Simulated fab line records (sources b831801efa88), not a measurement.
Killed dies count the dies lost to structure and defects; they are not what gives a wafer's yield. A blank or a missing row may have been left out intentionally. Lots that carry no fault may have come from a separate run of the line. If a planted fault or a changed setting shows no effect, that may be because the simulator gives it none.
One fault through the eyes of 2 desks | flow gf180mcu | numbers are kept per desk, each desk with only its own; the story behind them comes last

## AT THE METROLOGY DESK
What the gauges read, lot by lot, whatever tool the lot ran on: means of the sampled wafers that have a number. A lot is out of limits, marked OUT, if its mean lies more than 4 standard deviations from the usual mean; the brackets give that distance.
Columns: A = NWELL_OVL at GF_NWELL_OVL_MEAS_07, usual -0.5 nm
lot  | first seen here | A
L823 | day 3 07:24     | 0.8
L824 | day 3 12:49     | 1.0
L825 | day 3 17:36     | -0.9
L826 | day 4 01:01     | 0.3
L828 | day 4 09:13     | -0.6
L829 | day 4 16:07     | -2.2
L831 | day 5 01:30     | -1.1
L832 | day 5 09:36     | 1.0
L833 | day 5 15:15     | 0.8
L834 | day 5 18:49     | -0.7
L835 | day 5 21:27     | -1.6
L838 | day 6 16:21     | -1.9
L844 | day 8 03:21     | -2.0
This desk's finding: nothing out of limits on any of the 13 lots.

## AT THE TOOL OWNER'S DESK: rieSi-01
The tool's own readings at GF_STI_ETCH_14 (etches Si in HBr/Cl2/O2, target depth 360 nm, time 102.9 s): means of the sampled wafers that have a number, for each lot that ran on this tool. A lot is out of limits, marked OUT, if its mean lies more than 4 standard deviations from the usual mean; the brackets give that distance.
Columns: A = drypumpMotorCurrentA at GF_STI_ETCH_14, usual 5.73 A; B = oesProductAu at GF_STI_ETCH_14, usual 1.000 a.u.; C = runLengthS at GF_STI_ETCH_14, usual 130.9 s; D = throttleValvePct at GF_STI_ETCH_14, usual 25.657 %
lot  | first seen here | A    | B     | C                | D
L823 | day 2 01:16     | 5.61 | 1.003 | 130.9            | 25.659
L828 | day 3 03:18     | 5.59 | 0.996 | 130.9            | 25.654
L829 | day 3 08:18     | 5.62 | 0.996 | 131.0            | 25.662
L831 | day 3 18:21     | 5.78 | 1.000 | 131.0            | 25.655
L833 | day 4 05:31     | 5.72 | 0.997 | 130.9            | 25.652
L835 | day 4 14:21     | 5.72 | 1.000 | 131.0            | 25.657
L838 | day 5 06:09     | 5.57 | 0.995 | 133.5 (+7.2) OUT | 25.669
This desk finds L838 out of limits, L838 being first, at day 5 06:09 (runLengthS at GF_STI_ETCH_14). L823, L828, L829, L831, L833, L835: within limits.

## BROUGHT TOGETHER
At day 5 06:09, on L838, the tool owner's desk was in a position to raise an alarm.
The metrology desk saw nothing out of limits.
The metrology desk holds a record of L838, inside its limits.
GF_STI_ETCH_14 was run on rieSi-01 by each of the lots named.

## WHAT HAD BEEN PUT IN BY THE SIMULATOR
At GF_STI_ETCH_14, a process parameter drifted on rieSi-01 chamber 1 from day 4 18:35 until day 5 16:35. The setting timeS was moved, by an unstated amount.
Lots struck among those shown: L838.
Time in hours from fault onset to the first out-of-limits reading at each desk: the tool owner's desk, 12.
